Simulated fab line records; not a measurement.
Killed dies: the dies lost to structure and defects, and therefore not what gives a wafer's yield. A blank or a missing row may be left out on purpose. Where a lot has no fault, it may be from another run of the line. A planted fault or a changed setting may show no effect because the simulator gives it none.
fab line records ; flow sky130
record: lots: 12; wafers: 36; last-day: 48
route steps=708 shown FIELD_ISO@14 NWELL@77 VT_ADJUST_HVTP@95 PAD_OPEN@708
lots that met no fault: from a run of the same line without faults
start-h: hours from the record's opening day to when the first of the lot's shown wafers began ; wait-h: hours elapsed since this lot's preceding step ; " repeats the value in the row above ; L1.1+2: several wafers, shown together as one row ; - no value, or no start was given ; * or withheld: withheld ; < > ~ a bound
route shown NAME@n: names a module that has steps shown in the file, with the first one's number in the route ; usual: mean and standard deviation over wafers with no fault ; same: alike in all rows ; chamber/n: place in a boat ; sites: readings site by site ; _std_site: standard deviation across them ; _edge_site: mean of outer sites minus mean of inner sites ; radius-mm: for every site, how far away it sits from the centre of the wafer ; mask NAME#n: copy n ; behind: the tool/chamber that last shaped the wafer ; hold: what put the lot on hold/how long, in hours/how the hold closed ; device: the transistor (n, p or np) that didn't switch ; end of line: the same wafers' tests at the end of the route ; for a step that has no rows: nothing shown but its recipe ; killed: not the wafer's yield, but the dies lost to structure and defects at the first sort ; map: shows each die of a wafer: x if killed, . if not, _ if none is there
set.NAME: the run value of the setting; set.NAME@STEP: its run value at that earlier step ; model.NAME: the simulator's own value behind a step, which no gauge read
steps of the route over a sample of lots; a table a step, a row a wafer
services: a tool's chamber out of use, with start hour (start-h, from the record's first day; less than 0 if before it), hours out, and reason
== steps ==
step: SKY_FIELD_ISO_CD_MEAS_13
recipe: target-cd-nm: 150
usual: cd-nm: 150.4/1.4
lot.wafer;tool;chamber;start-h;wait-h;cd-nm
L436.1;cd-sem-01;-;29.82;-;147.6
L436.3;cd-sem-01;-;29.82;-;149.3
L436.4;cd-sem-01;-;29.82;-;148.5
L438.3;cd-sem-02;-;38.83;-;151.0
L438.5;cd-sem-02;-;38.83;-;151.2
L438.6;cd-sem-02;-;38.83;-;150.6
L439.1;cd-sem-01;-;43.89;-;152.1
L439.3;cd-sem-01;-;43.89;-;150.2
L439.4;cd-sem-01;-;43.89;-;151.6
L440.2;cd-sem-01;-;51.11;-;149.7
L440.3;cd-sem-01;-;51.11;-;147.8
L440.4;cd-sem-01;-;51.11;-;149.1
L442.1;cd-sem-01;-;60.61;-;153.6
L442.3;cd-sem-01;-;60.61;-;154.0
L442.6;cd-sem-01;-;60.61;-;153.4
L443.3;cd-sem-01;-;66.75;-;149.2
L443.4;cd-sem-01;-;66.75;-;149.7
L443.6;cd-sem-01;-;66.75;-;148.6
L444.4;cd-sem-01;-;70.70;-;149.0
L444.5;cd-sem-01;-;70.70;-;149.1
L444.6;cd-sem-01;-;70.70;-;149.7
L445.1;cd-sem-02;-;76.25;-;150.6
L445.2;cd-sem-02;-;76.25;-;151.9
L445.4;cd-sem-02;-;76.25;-;151.0
L447.1;cd-sem-02;-;86.21;-;150.4
L447.4;cd-sem-02;-;86.21;-;150.0
L447.6;cd-sem-02;-;86.21;-;149.5
L448.3;cd-sem-02;-;91.83;-;149.2
L448.4;cd-sem-02;-;91.83;-;148.2
L448.6;cd-sem-02;-;91.83;-;148.3
L449.3;cd-sem-01;-;97.18;-;150.5
L449.4;cd-sem-01;-;97.18;-;150.6
L449.6;cd-sem-01;-;97.18;-;149.8
L450.2;cd-sem-01;-;102.78;-;150.7
L450.4;cd-sem-01;-;102.78;-;150.1
L450.6;cd-sem-01;-;102.78;-;149.9
step: SKY_NWELL_IMPLANT_24
recipe: species: B; energy-kev: 140; dose-cm2: 9.2e+12; tilt-deg: withheld
usual: beam-on-s: 9.99/0.18; implant-ion-amu: 11/0
lot.wafer;tool;chamber;start-h;wait-h;beam-on-s;implant-ion-amu
L436.1;implanter-01;0;103.96;0.0;10.32;11
L436.3;implanter-01;0;103.96;0.0;9.82;11
L436.4;implanter-01;0;103.96;0.0;9.64;11
L438.3;implanter-03;0;112.16;0.1;9.98;11
L438.5;implanter-03;0;112.16;0.1;10.34;11
L438.6;implanter-03;0;112.16;0.1;10.19;11
L439.1;implanter-02;0;119.03;0.0;10.04;11
L439.3;implanter-02;0;119.03;0.0;10.05;11
L439.4;implanter-02;0;119.03;0.0;9.96;11
L440.2;implanter-03;0;125.64;0.0;10.40;11
L440.3;implanter-03;0;125.64;0.0;9.92;11
L440.4;implanter-03;0;125.64;0.0;10.27;11
L442.1;implanter-03;0;139.06;0.0;10.09;11
L442.3;implanter-03;0;139.06;0.0;10.33;11
L442.6;implanter-03;0;139.06;0.0;10.19;11
L443.3;implanter-02;0;148.61;0.1;9.84;11
L443.4;implanter-02;0;148.61;0.1;10.14;11
L443.6;implanter-02;0;148.61;0.1;9.88;11
L444.4;implanter-03;0;152.10;0.1;9.83;11
L444.5;implanter-03;0;152.10;0.1;10.25;11
L444.6;implanter-03;0;152.10;0.1;9.85;11
L445.1;implanter-01;0;158.96;0.0;10.07;11
L445.2;implanter-01;0;158.96;0.0;9.62;11
L445.4;implanter-01;0;158.96;0.0;10.18;11
L447.1;implanter-03;0;166.96;0.0;9.89;49
L447.4;implanter-03;0;166.96;0.0;10.14;49
L447.6;implanter-03;0;166.96;0.0;10.31;49
L448.3;implanter-02;0;175.18;0.1;9.76;49
L448.4;implanter-02;0;175.18;0.1;9.90;49
L448.6;implanter-02;0;175.18;0.1;9.88;49
L449.3;implanter-02;0;183.18;0.1;10.06;49
L449.4;implanter-02;0;183.18;0.1;9.93;49
L449.6;implanter-02;0;183.18;0.1;9.97;49
L450.2;implanter-03;0;191.35;0.0;10.08;49
L450.4;implanter-03;0;191.35;0.0;10.03;49
L450.6;implanter-03;0;191.35;0.0;10.10;49
step: SKY_NWELL_TW_MEAS_26
usual: NWELL_2_TW: 502/5.4
lot.wafer;tool;chamber;start-h;wait-h;NWELL_2_TW
L436.1;film-metro-02;-;104.21;0.1;497
L436.3;film-metro-02;-;104.21;0.1;499
L436.4;film-metro-02;-;104.21;0.1;497
L438.3;film-metro-04;-;116.19;0.1;507
L438.5;film-metro-04;-;116.19;0.1;508
L438.6;film-metro-04;-;116.19;0.1;506
L439.1;film-metro-01;-;119.28;0.1;501
L439.3;film-metro-01;-;119.28;0.1;502
L439.4;film-metro-01;-;119.28;0.1;497
L440.2;film-metro-01;-;125.87;0.1;501
L440.3;film-metro-01;-;125.87;0.1;498
L440.4;film-metro-01;-;125.87;0.1;499
L442.1;film-metro-02;-;139.31;0.1;497
L442.3;film-metro-02;-;139.31;0.1;501
L442.6;film-metro-02;-;139.31;0.1;498
L443.3;film-metro-02;-;148.83;0.1;497
L443.4;film-metro-02;-;148.83;0.1;499
L443.6;film-metro-02;-;148.83;0.1;498
L444.4;film-metro-04;-;152.31;0.1;511
L444.5;film-metro-04;-;152.31;0.1;509
L444.6;film-metro-04;-;152.31;0.1;509
L445.1;film-metro-02;-;159.21;0.1;500
L445.2;film-metro-02;-;159.21;0.1;497
L445.4;film-metro-02;-;159.21;0.1;500
L447.1;film-metro-01;-;167.21;0.1;961
L447.4;film-metro-01;-;167.21;0.1;956
L447.6;film-metro-01;-;167.21;0.1;958
L448.3;film-metro-01;-;175.40;0.1;959
L448.4;film-metro-01;-;175.40;0.1;962
L448.6;film-metro-01;-;175.40;0.1;956
L449.3;film-metro-02;-;183.40;0.1;946
L449.4;film-metro-02;-;183.40;0.1;951
L449.6;film-metro-02;-;183.40;0.1;951
L450.2;film-metro-04;-;191.59;0.1;975
L450.4;film-metro-04;-;191.59;0.1;978
L450.6;film-metro-04;-;191.59;0.1;979
step: SKY_NWELL_RTA_28
recipe: temp-c: 1050; time-s: 30; idle-temp-c: 650; ramp-up-c-per-s: 150; ramp-down-c-per-s: 90; ambient: N2
usual: lamp-power-pct: 25.30/0.055; wafer_temp_C_max: 1054.7/0.93
lot.wafer;tool;chamber;start-h;wait-h;lamp-power-pct;wafer_temp_C_max
L436.1;rtp-anneal-01;0;104.33;0.0;25.32;1055.3
L436.3;rtp-anneal-01;0;104.33;0.0;25.27;1055.1
L436.4;rtp-anneal-01;0;104.33;0.0;25.31;1055.1
L438.3;rtp-anneal-01;0;116.31;0.0;25.34;1055.1
L438.5;rtp-anneal-01;0;116.31;0.0;25.30;1055.7
L438.6;rtp-anneal-01;0;116.31;0.0;25.23;1055.1
L439.1;rtp-anneal-02;0;119.39;0.0;25.34;1054.3
L439.3;rtp-anneal-02;0;119.39;0.0;25.23;1055.4
L439.4;rtp-anneal-02;0;119.39;0.0;25.33;1055.7
L440.2;rtp-anneal-02;0;125.99;0.0;25.20;1053.3
L440.3;rtp-anneal-02;0;125.99;0.0;25.26;1054.2
L440.4;rtp-anneal-02;0;125.99;0.0;25.44;1054.0
L442.1;rtp-anneal-02;0;139.42;0.0;25.28;1055.5
L442.3;rtp-anneal-02;0;139.42;0.0;25.25;1053.6
L442.6;rtp-anneal-02;0;139.42;0.0;25.30;1055.7
L443.3;rtp-anneal-01;0;148.96;0.0;25.26;1054.4
L443.4;rtp-anneal-01;0;148.96;0.0;25.28;1054.6
L443.6;rtp-anneal-01;0;148.96;0.0;25.35;1055.6
L444.4;rtp-anneal-02;0;152.44;0.1;25.34;1054.3
L444.5;rtp-anneal-02;0;152.44;0.1;25.36;1055.1
L444.6;rtp-anneal-02;0;152.44;0.1;25.36;1054.5
L445.1;rtp-anneal-02;0;159.32;0.0;25.39;1054.7
L445.2;rtp-anneal-02;0;159.32;0.0;25.21;1054.8
L445.4;rtp-anneal-02;0;159.32;0.0;25.27;1055.0
L447.1;rtp-anneal-02;0;167.32;0.0;25.29;1054.0
L447.4;rtp-anneal-02;0;167.32;0.0;25.24;1053.7
L447.6;rtp-anneal-02;0;167.32;0.0;25.27;1055.6
L448.3;rtp-anneal-02;0;175.53;0.0;25.41;1054.9
L448.4;rtp-anneal-02;0;175.53;0.0;25.23;1053.7
L448.6;rtp-anneal-02;0;175.53;0.0;25.27;1054.3
L449.3;rtp-anneal-01;0;183.53;0.0;25.25;1053.5
L449.4;rtp-anneal-01;0;183.53;0.0;25.34;1053.9
L449.6;rtp-anneal-01;0;183.53;0.0;25.34;1054.7
L450.2;rtp-anneal-01;0;191.71;0.0;25.28;1054.3
L450.4;rtp-anneal-01;0;191.71;0.0;25.42;1055.1
L450.6;rtp-anneal-01;0;191.71;0.0;25.25;1056.4
step: SKY_VT_ADJUST_HVTP_STRIP_10
recipe: chemistry: O2/N2; power-w: 1400; pressure-mtorr: 1500; platen-temp-c: withheld; o2-flow-sccm: 3000; n2-flow-sccm: 300; overash-fraction: 0.5
usual: drypump-motor-current-A: 5.9/0.4; oes-product-au: 0.716/0.0043; strip-time-to-endpoint-s: 14.18/0.041
lot.wafer;tool;chamber;start-h;wait-h;drypump-motor-current-A;oes-product-au;rf-hours-counter-h;strip-time-to-endpoint-s
L436.1;plasma-asher-01;0;122.05;0.1;6.5;0.718;43;14.24
L436.3;plasma-asher-01;1;122.05;0.1;6.0;0.718;-;14.18
L436.4;plasma-asher-01;0;122.05;0.1;6.5;0.715;-;14.22
L438.3;plasma-asher-02;0;135.86;0.1;5.2;0.715;-;14.16
L438.5;plasma-asher-02;0;135.86;0.1;5.2;0.725;-;14.14
L438.6;plasma-asher-02;1;135.86;0.1;6.1;0.718;-;14.17
L439.1;plasma-asher-01;1;138.98;0.1;6.0;0.719;45;14.17
L439.3;plasma-asher-01;0;138.98;0.1;6.5;0.718;-;14.18
L439.4;plasma-asher-01;1;138.98;0.1;6.0;0.716;-;14.18
L440.2;plasma-asher-03;1;145.77;0.1;5.7;0.721;28;14.18
L440.3;plasma-asher-03;0;145.77;0.1;5.7;0.713;-;14.24
L440.4;plasma-asher-03;1;145.77;0.1;5.7;0.711;-;14.19
L442.1;plasma-asher-03;0;159.40;0.1;5.7;0.715;29;14.18
L442.3;plasma-asher-03;0;159.40;0.1;5.7;0.715;-;14.19
L442.6;plasma-asher-03;0;159.40;0.1;5.7;0.707;-;14.26
L443.3;plasma-asher-01;1;168.08;0.1;6.0;0.709;-;14.13
L443.4;plasma-asher-01;0;168.08;0.1;6.5;0.716;-;14.18
L443.6;plasma-asher-01;1;168.08;0.1;6.0;0.721;-;14.20
L444.4;plasma-asher-01;0;173.15;0.1;6.5;0.719;-;14.19
L444.5;plasma-asher-01;0;173.15;0.1;6.5;0.715;-;14.20
L444.6;plasma-asher-01;1;173.15;0.1;6.0;0.712;-;14.21
L445.1;plasma-asher-01;0;179.88;0.1;6.5;0.717;49;14.11
L445.2;plasma-asher-01;1;179.88;0.1;6.0;0.719;49;14.14
L445.4;plasma-asher-01;0;179.88;0.1;6.5;0.714;-;14.10
L447.1;plasma-asher-01;0;188.53;0.1;6.5;0.709;50;14.13
L447.4;plasma-asher-01;0;188.53;0.1;6.5;0.723;-;14.10
L447.6;plasma-asher-01;1;188.53;0.1;6.0;0.721;-;14.13
L448.3;plasma-asher-03;0;197.38;0.1;5.7;0.716;-;14.17
L448.4;plasma-asher-03;1;197.38;0.1;5.7;0.719;-;14.16
L448.6;plasma-asher-03;1;197.38;0.1;5.6;0.717;-;14.16
L449.3;plasma-asher-02;1;205.03;0.1;6.1;0.724;-;14.24
L449.4;plasma-asher-02;0;205.03;0.1;5.3;0.716;-;14.19
L449.6;plasma-asher-02;1;205.03;0.1;6.1;0.713;-;14.18
L450.2;plasma-asher-02;0;214.10;0.1;5.3;0.711;56;14.13
L450.4;plasma-asher-02;1;214.10;0.1;6.1;0.717;-;14.19
L450.6;plasma-asher-02;1;214.10;0.1;6.1;0.713;-;14.17
step: SKY_PAD_OPEN_PROBE_99
usual: killed_at_M0_to_M3: 44/7.5; killed_at_M4_up: 3.1/1.7; killed-at-contacts: 24/6.2; killed-at-front-end: 15/4.2; killed-at-other: 0.4/0.58; killed-dies: 85/10; killed-open: 47/7.7; killed-short: 38/6.4
same: gross-dies: 492; killed-at-back-side: 0
lot.wafer;tool;chamber;start-h;wait-h;killed_at_M0_to_M3;killed_at_M4_up;killed-at-contacts;killed-at-front-end;killed-at-other;killed-dies;killed-open;killed-short
L436.1;prober-01;-;1072.99;0.1;40;3;17;22;0;82;37;44
L436.3;prober-01;-;1073.09;0.2;36;5;21;15;0;77;46;29
L436.4;prober-01;-;1073.14;0.2;39;7;18;18;0;82;46;35
L438.3;prober-01;-;1094.14;0.2;52;3;19;16;1;91;50;39
L438.5;prober-01;-;1094.24;0.2;43;2;15;17;1;78;36;42
L438.6;prober-01;-;1094.29;0.2;31;1;22;19;0;73;41;32
L440.2;prober-01;-;1095.59;0.1;45;2;28;12;1;88;54;34
L440.3;prober-01;-;1095.64;0.2;44;4;26;13;1;88;51;37
L440.4;prober-01;-;1095.69;0.2;49;1;24;22;0;96;55;41
L449.3;prober-02;-;1154.23;0.2;40;1;29;16;1;87;54;32
L449.4;prober-02;-;1154.28;0.2;39;3;18;17;1;78;40;36
L449.6;prober-02;-;1154.38;0.2;49;1;36;11;0;97;56;41
L450.2;prober-01;-;1162.14;0.1;38;2;18;10;0;68;38;30
L450.4;prober-01;-;1162.24;0.2;37;4;23;11;1;76;45;31
L450.6;prober-01;-;1162.34;0.2;40;5;28;11;0;84;46;36
killed by level:class
L436.1 CONTACT:geometric-particle:open=8 VIA2:geometric-particle:open=8 METAL1:geometric-particle:short=7 VIA2:geometric-particle:short=6 VIA3:geometric-particle:open=6 FIELD_ISO:geometric-particle:open=5 FIELD_ISO:geometric-particle:short=5 POLY_GATE:geometric-particle:short=5
L436.3 VIA1:geometric-particle:open=8 VIA2:geometric-particle:open=7 CONTACT:geometric-particle:open=6 VIA3:geometric-particle:open=6 POLY_GATE:geometric-particle:open=5 CONTACT:geometric-particle:short=5 METAL1:geometric-particle:short=5 FIELD_ISO:geometric-particle:short=4
L436.4 VIA1:geometric-particle:open=12 LI_CONTACT:geometric-particle:open=6 VIA2:geometric-particle:open=6 VIA3:geometric-particle:short=6 VIA3:geometric-particle:open=6 METAL4:geometric-particle:short=6 FIELD_ISO:geometric-particle:short=5 CONTACT:geometric-particle:open=4
L438.3 VIA1:geometric-particle:open=15 CONTACT:geometric-particle:open=10 VIA1:geometric-particle:short=7 METAL2:geometric-particle:short=7 VIA2:geometric-particle:open=6 FIELD_ISO:geometric-particle:open=4 LI_CONTACT:geometric-particle:open=4 METAL2:geometric-particle:open=4
L438.5 VIA1:geometric-particle:open=8 VIA1:geometric-particle:short=8 VIA2:geometric-particle:open=8 FIELD_ISO:geometric-particle:short=5 LI_CONTACT:geometric-particle:open=5 FIELD_ISO:geometric-particle:open=4 LOCAL_INTERCONNECT:geometric-particle:short=4 METAL2:geometric-particle:short=4
L438.6 VIA1:geometric-particle:open=11 CONTACT:geometric-particle:open=9 FIELD_ISO:geometric-particle:short=6 FIELD_ISO:geometric-particle:open=5 LI_CONTACT:geometric-particle:open=4 VIA1:geometric-particle:short=4 VIA3:geometric-particle:open=4 POLY_GATE:geometric-particle:open=3
L440.2 VIA1:geometric-particle:open=13 CONTACT:geometric-particle:open=11 VIA3:geometric-particle:open=8 LI_CONTACT:geometric-particle:open=7 METAL1:geometric-particle:short=6 CONTACT:geometric-particle:short=4 METAL2:geometric-particle:short=4 POLY_GATE:geometric-particle:short=3
L440.3 VIA1:geometric-particle:open=15 LI_CONTACT:geometric-particle:open=9 VIA2:geometric-particle:open=6 CONTACT:geometric-particle:short=6 VIA3:geometric-particle:open=6 LOCAL_INTERCONNECT:geometric-particle:short=5 VIA1:geometric-particle:short=4 METAL2:geometric-particle:short=4
L440.4 VIA1:geometric-particle:open=13 CONTACT:geometric-particle:open=10 POLY_GATE:geometric-particle:open=7 METAL2:geometric-particle:short=7 VIA3:geometric-particle:open=6 POLY_GATE:geometric-particle:short=4 LI_CONTACT:geometric-particle:open=4 LOCAL_INTERCONNECT:geometric-particle:short=4
L449.3 CONTACT:geometric-particle:open=14 VIA1:geometric-particle:open=13 VIA3:geometric-particle:open=8 CONTACT:geometric-particle:short=6 METAL2:geometric-particle:short=6 POLY_GATE:geometric-particle:open=5 SPACER:geometric-particle:open=4 LI_CONTACT:geometric-particle:open=4
L449.4 FIELD_ISO:geometric-particle:open=7 METAL1:geometric-particle:short=7 VIA1:geometric-particle:short=7 CONTACT:geometric-particle:open=6 VIA3:geometric-particle:open=6 CONTACT:geometric-particle:short=5 VIA1:geometric-particle:open=5 VIA2:geometric-particle:open=4
L449.6 CONTACT:geometric-particle:open=15 VIA1:geometric-particle:open=14 VIA1:geometric-particle:short=8 LOCAL_INTERCONNECT:geometric-particle:short=7 VIA3:geometric-particle:open=7 CONTACT:geometric-particle:short=5 LI_CONTACT:geometric-particle:short=4 METAL3:geometric-particle:short=4
L450.2 VIA1:geometric-particle:open=10 VIA2:geometric-particle:open=9 CONTACT:geometric-particle:open=6 FIELD_ISO:geometric-particle:short=5 LI_CONTACT:geometric-particle:open=5 METAL2:geometric-particle:short=5 LOCAL_INTERCONNECT:geometric-particle:short=5 METAL3:geometric-particle:short=4
L450.4 CONTACT:geometric-particle:open=11 VIA1:geometric-particle:open=8 VIA3:geometric-particle:open=6 FIELD_ISO:geometric-particle:short=4 LI_CONTACT:geometric-particle:open=4 METAL1:geometric-particle:short=4 VIA2:geometric-particle:open=4 FIELD_ISO:geometric-particle:open=3
L450.6 CONTACT:geometric-particle:open=9 LI_CONTACT:geometric-particle:open=9 VIA1:geometric-particle:open=8 VIA2:geometric-particle:open=7 METAL2:geometric-particle:short=7 LOCAL_INTERCONNECT:geometric-particle:short=6 METAL3:geometric-particle:short=4 VIA3:geometric-particle:open=4
== services ==
tool;chamber;start-h;hours;kind
implanter-01;-;85.49;4.1;repair
plasma-asher-01;-;86.72;2.8;pm
implanter-02;-;89.51;1.4;repair
plasma-asher-02;-;110.65;5.4;repair
plasma-asher-03;-;112.16;11.3;repair
implanter-01;-;125.21;5.2;pm
rtp-anneal-01;-;126.12;1.5;repair
plasma-asher-03;-;128.24;2.5;repair
plasma-asher-03;-;138.45;2.4;repair
implanter-02;-;156.09;2.0;repair
implanter-03;-;197.67;31.8;pm
== key ==
first-sign: step: SKY_NWELL_IMPLANT_24; reading: implant-ion-amu; direction: up; sigmas: 99+; usual: 11; struck: 49
effect: step: SKY_NWELL_TW_MEAS_26; reading: NWELL_2_TW; direction: up; sigmas: 84; usual: 502; struck: 961
met-at SKY_NWELL_IMPLANT_24
struck-lots L447,L448,L449,L450
tester-left-out L447,L448,L449,L450
not-acting-at SKY_FIELD_ISO_CD_MEAS_13,SKY_NWELL_RTA_28,SKY_VT_ADJUST_HVTP_STRIP_10
onset-between 158.96 166.96
fault: kind: wrong-recipe-download; tool: implanter-01,implanter-02,implanter-03; chamber: -; onset-h: 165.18; steps: SKY_NWELL_IMPLANT_24; wrong-recipe.not-listed: 1
tester-left-out: of these lots the tester's yield and bins aren't shown, on N5 and GAA mostly nor the transistor test; their killed dies are dies lost to structure and defects alone, not to doping, threshold or leakage, so they don't give the yield
